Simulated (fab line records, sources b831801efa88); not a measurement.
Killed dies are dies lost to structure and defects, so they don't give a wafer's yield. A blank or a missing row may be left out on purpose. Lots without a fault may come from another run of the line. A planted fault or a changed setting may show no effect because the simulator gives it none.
A struck lot beside a sound one | flow sfq_line | 25 steps out of a route of 325
Sound: wafers L137.1, L137.3, L137.4. Struck: wafers L143.2, L143.5. (L143.1 of the same lot was not struck and is left out.) The cause comes at the end.
At each step with rows: each side's tool, then ch and its chambers, then its first start. Under that, the readings that differ: sound wafers | struck wafers | difference of the means | sigmas: that difference in standard deviations of wafers without a fault.
alike: readings whose means differ by less than 2 such deviations, and words and numbers that are the same on both sides. not compared: withheld readings, readings that some wafer has no value for, bounds like >300 that may hide the same value, and numbers for which the record gives no deviation and whose values overlap.
The two part at a step that has a row with sigmas, a row that says differs or no value, or rows on one side only. Numbers that don't overlap but have no deviation are shown without sigmas and don't part them. A reading that every wafer of one side lacks parts them only if that side has two wafers or more.

first, 3 steps without rows for these wafers: SFQ_TRILAYER_I4_VIA_LITHO_EXPOSE_104 (exposes mask I4, target cd 700 nm); SFQ_TRILAYER_I4_VIA_LITHO_PEB_106 (peb time 60 s); SFQ_TRILAYER_I4_VIA_LITHO_DEVELOP_105 (time 60 s).
SFQ_I4_OVL_MEAS_928:
  sound on overlay-01, day 55 05:12; struck on overlay-02, day 57 21:22
  alike: I4_OVL
SFQ_TRILAYER_I4_VIA_BARC_OPEN_VIA_ETCH_146: etches BARC in O2, target depth 125 nm, time 41.7 s.
  sound on rie_diel-02 ch 0,1,2, day 55 05:14; struck on rie_diel-02 ch 0,1, day 57 21:23
  alike: bias_w, drypump_motor_current_A, oes_product_au
  not compared: rf_hours_counter_h
SFQ_TRILAYER_I4_VIA_ETCH_VIA_ETCH_106: etches SiO2 in CHF3, stops on Nb, target depth 260 nm.
  sound on rie_diel-02 ch 0,1,2, day 55 05:17; struck on rie_diel-02 ch 0,1, day 57 21:26
  alike: bias_w, drypump_motor_current_A, oes_product_au
then, 4 steps without rows for these wafers: SFQ_TRILAYER_I4_VIA_STRIP_STRIP_107 (strips in O2); SFQ_TRILAYER_I4_VIA_STRIP_SOLV_CLEAN_108 (cleans in NMP, time 600 s); SFQ_TRILAYER_JJ_TRILAYER_DEP_PRE_CLEAN_113 (time 22.5 s); SFQ_TRILAYER_JJ_TRILAYER_DEP_SPUTTER_109 (material Nb, target thk 150 nm, time 100 s).
SFQ_TRILAYER_JJ_TRILAYER_DEP_SPUTTER_110: material Al, target thk 8 nm, time 10 s.
  sound on pvd_sputter-04, day 55 06:16; struck on pvd_sputter-04, day 57 22:25
  alike: throttle_valve_pct
then, 1 step without rows for these wafers: SFQ_TRILAYER_JJ_TRILAYER_DEP_AL_OXIDATION_111 (oxidation time 600 s).
SFQ_TRILAYER_JJ_TRILAYER_DEP_SPUTTER_112: material Nb, target thk 170 nm, time 113.3 s.
  sound on pvd_sputter-04, day 55 07:17; struck on pvd_sputter-04, day 57 23:27
  alike: throttle_valve_pct
SFQ_JJ_RS_MEAS_929: measures by four-point-probe.
  sound on film_metro-03, day 55 07:22; struck on film_metro-03, day 57 23:32
  reading           | sound             | struck      | difference | sigmas
  JJ_NB_RS (ohm/sq) | 1.046 1.046 1.047 | 1.256 1.254 | +0.209     | +17
then, 6 steps without rows for these wafers: SFQ_TRILAYER_JJ_CE_LITHO_COAT_119 (resist thk 62 nm); SFQ_TRILAYER_JJ_CE_LITHO_COAT_114 (resist thk 600 nm); SFQ_TRILAYER_JJ_CE_LITHO_SOFTBAKE_118; SFQ_TRILAYER_JJ_CE_LITHO_EXPOSE_115 (exposes mask J5, target cd 700 nm); SFQ_TRILAYER_JJ_CE_LITHO_PEB_117 (peb time 60 s); SFQ_TRILAYER_JJ_CE_LITHO_DEVELOP_116 (time 60 s).
SFQ_JJ_OVL_MEAS_931:
  sound on overlay-02, day 55 09:48; struck on overlay-02, day 58 02:41
  alike: J5_OVL
SFQ_TRILAYER_JJ_CE_METRO_MEASURE_117:
  sound on cd_sem-02, day 55 09:50; struck on cd_sem-02, day 58 02:43
  alike: cd_nm
SFQ_TRILAYER_JJ_CE_BARC_OPEN_RIE_150: chemistry O2, target BARC, target depth 240 nm, time 80 s.
  sound on rie_metal-04 ch 0,1, day 55 11:02; struck on rie_metal-03 ch 0,1, day 58 03:55
  alike: bias_w, drypump_motor_current_A, he_backside_leak_sccm, oes_product_au
  not compared: rf_hours_counter_h
SFQ_TRILAYER_JJ_CE_ETCH_RIE_118: chemistry SF6, target Nb, stops on Al2O3, time 97.7 s, target depth 170 nm.
  sound on rie_metal-04 ch 0,1, day 55 11:08; struck on rie_metal-03 ch 0,1, day 58 04:01
  reading               | sound             | struck      | difference | sigmas
  oes_product_au (a.u.) | 0.988 0.986 0.990 | 0.903 0.914 | -0.079     | -12
  alike: bias_w, drypump_motor_current_A, he_backside_leak_sccm
  not compared: rf_hours_counter_h
then, 1 step without rows for these wafers: SFQ_TRILAYER_JJ_ANODIZE_ANODIZE_119.

WHERE THEY PART
First at SFQ_JJ_RS_MEAS_929; last, within this record, at SFQ_TRILAYER_JJ_CE_ETCH_RIE_118.

WHY: what the simulator had put in
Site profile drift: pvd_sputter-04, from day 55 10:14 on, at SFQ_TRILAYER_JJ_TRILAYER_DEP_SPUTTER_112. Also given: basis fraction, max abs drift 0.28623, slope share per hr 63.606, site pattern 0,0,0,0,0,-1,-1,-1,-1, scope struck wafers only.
